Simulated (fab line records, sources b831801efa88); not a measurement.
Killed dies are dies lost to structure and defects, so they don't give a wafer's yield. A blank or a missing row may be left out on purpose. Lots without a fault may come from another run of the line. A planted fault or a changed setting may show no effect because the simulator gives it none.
Which tool did it? | flow sky130 | 6 lots, 18 wafers sampled, at 2 steps of a route of 708

WHAT THE GAUGES READ, wafer by wafer
SKY_CONTACT_BOW_MEAS_05.
lot  | measured     | on            | CONTACT_BOW (um)
L458 | day 31 03:42 | film_metro-02 | 76 83 78
L466 | day 34 04:52 | film_metro-03 | 86 81 72
L470 | day 35 06:14 | film_metro-01 | 76 86 85
L473 | day 36 02:29 | film_metro-03 | 76 84 83
L475 | day 36 18:46 | film_metro-01 | 85 84 85
L479 | day 37 22:05 | film_metro-01 | 80 82 73

WHICH TOOL RAN EACH LOT (tool, then ch and the chambers of the sampled wafers, then the start)
lot  | SKY_LOCAL_INTERCONNECT_ETCH_13
L458 | rie_metal-01 ch 0,1, day 31 01:51
L466 | rie_metal-01 ch 0,1, day 34 03:37
L470 | rie_metal-02 ch 1, day 35 04:48
L473 | rie_metal-02 ch 0,1, day 36 01:13
L475 | rie_metal-03 ch 0, day 36 17:18
L479 | rie_metal-01 ch 1, day 37 20:47
- SKY_LOCAL_INTERCONNECT_ETCH_13: etches BARC in N2/H2, stops on SiO2, time 45.9 s, target depth 60 nm.

THE ANSWER, worked out from the rows above alone
Rule: what is usual is taken from the lots themselves. Put in order of their means at a reading, lots are off if they are a third of the lots or fewer, leave a main group of 4 or more, and stand apart from it by a gap of 3 or more times the standard deviation of the main group's means; of several such gaps the widest counts. A main group whose means are all the same, to the digits that the tables above print for the reading, isn't used. A lot without any number at a reading at which 4 lots or more have one is off too. The other lots that the step has rows for count as sound.
No lot is off at any reading shown: from this, nothing can be told.

WHAT THE SIMULATOR HAD PUT IN
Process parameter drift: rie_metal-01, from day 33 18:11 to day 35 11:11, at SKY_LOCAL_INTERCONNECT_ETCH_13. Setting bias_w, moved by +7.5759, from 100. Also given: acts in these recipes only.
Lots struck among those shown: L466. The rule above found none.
